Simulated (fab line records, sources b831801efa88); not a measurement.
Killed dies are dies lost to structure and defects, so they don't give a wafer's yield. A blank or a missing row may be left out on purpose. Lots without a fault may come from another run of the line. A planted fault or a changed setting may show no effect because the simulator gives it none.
Which tool did it? | flow sky130 | 10 lots, 30 wafers sampled, at 1 step of a route of 708

WHAT THE GAUGES READ, wafer by wafer
SKY_METAL1_THK_MEAS_06: measures by xrf.
lot  | measured     | on            | METAL1_ALCU_THK (nm)
L569 | day 32 09:46 | film_metro-03 | 251.9 248.2 251.7
L570 | day 33 01:21 | film_metro-01 | 254.0 252.2 252.7
L573 | day 34 04:00 | film_metro-01 | 252.1 254.0 255.0
L578 | day 35 10:28 | film_metro-01 | 250.6 252.4 254.4
L580 | day 35 20:17 | film_metro-01 | 245.5 248.6 249.0
L582 | day 36 09:43 | film_metro-03 | 251.2 252.4 252.4
L583 | day 36 23:05 | film_metro-02 | 255.4 253.7 255.1
L584 | day 37 06:05 | film_metro-01 | 252.3 248.3 250.4
L587 | day 38 08:34 | film_metro-01 | 252.6 251.3 248.6
L589 | day 38 20:11 | film_metro-03 | 247.2 248.4 251.9

WHICH TOOL RAN EACH LOT (tool, then ch and the chambers of the sampled wafers, then the start)
The record holds no process step before these readings.

THE ANSWER, worked out from the rows above alone
Rule: what is usual is taken from the lots themselves. Put in order of their means at a reading, lots are off if they are a third of the lots or fewer, leave a main group of 4 or more, and stand apart from it by a gap of 3 or more times the standard deviation of the main group's means; of several such gaps the widest counts. A main group whose means are all the same, to the digits that the tables above print for the reading, isn't used. A lot without any number at a reading at which 4 lots or more have one is off too. The other lots that the step has rows for count as sound.
No lot is off at any reading shown: from this, nothing can be told.

WHAT THE SIMULATOR HAD PUT IN
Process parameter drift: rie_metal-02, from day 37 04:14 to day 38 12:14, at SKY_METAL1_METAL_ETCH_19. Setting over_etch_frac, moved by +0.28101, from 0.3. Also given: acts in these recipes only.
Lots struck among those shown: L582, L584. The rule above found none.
